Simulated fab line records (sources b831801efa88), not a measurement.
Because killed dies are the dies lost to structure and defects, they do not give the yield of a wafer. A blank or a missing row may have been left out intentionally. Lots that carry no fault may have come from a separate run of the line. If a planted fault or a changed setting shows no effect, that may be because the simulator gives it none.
Matching of chambers | flow gf180mcu | GF_POLY_GATE_ETCH_13 on rie_si-02 has 4 sister chambers
The step etches poly-Si in HBr/Cl2, stops on SiO2, target depth 198.5 nm, time 69.6 s. 4 wafers are shown with their chamber, then 7 later ones without.

## WAFERS, EACH WITH ITS CHAMBER
wafer  | chamber | oes_product_au (a.u.)
L760.2 | 3       | 1.003
L761.2 | 1       | 0.994
L762.2 | 2       | 0.988
L762.4 | 0       | 0.990

## WAFERS WHOSE CHAMBER IS MISSING
wafer  | oes_product_au (a.u.)
L762.6 | 0.995
L764.3 | 0.995
L764.4 | 0.995
L764.5 | 0.999
L766.1 | 0.996
L766.2 | 1.001
L766.5 | 0.999

## WHICH CHAMBER EACH ONE RAN IN
wafer  | from the rows above     | in truth
L762.6 | can't be placed: 1 or 0 | 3
L764.3 | can't be placed: 1 or 0 | 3
L764.4 | can't be placed: 1 or 0 | 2
L764.5 | can't be placed: 3 or 1 | 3
L766.1 | can't be placed: 1 or 0 | 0
L766.2 | 3                       | 3
L766.5 | can't be placed: 3 or 1 | 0
1 of 7 placed correctly. These rows do not allow placing 6 (true chamber among the candidates in 2). Placed wrongly: 0.
How it was worked out, from the rows above alone: a wafer's distance from a chamber is the root of the sum, over the readings, of the square of ((its reading less the chamber's mean) divided by the reading's scatter). The wafer belongs to the nearest chamber; if the next one is less than 2 further off, it can't be placed. For every chamber, the mean is computed from those of its wafers that are shown. The scatter: with one shown wafer a chamber, the root of the mean of the squares of how far each hidden wafer lies from its nearest shown one.
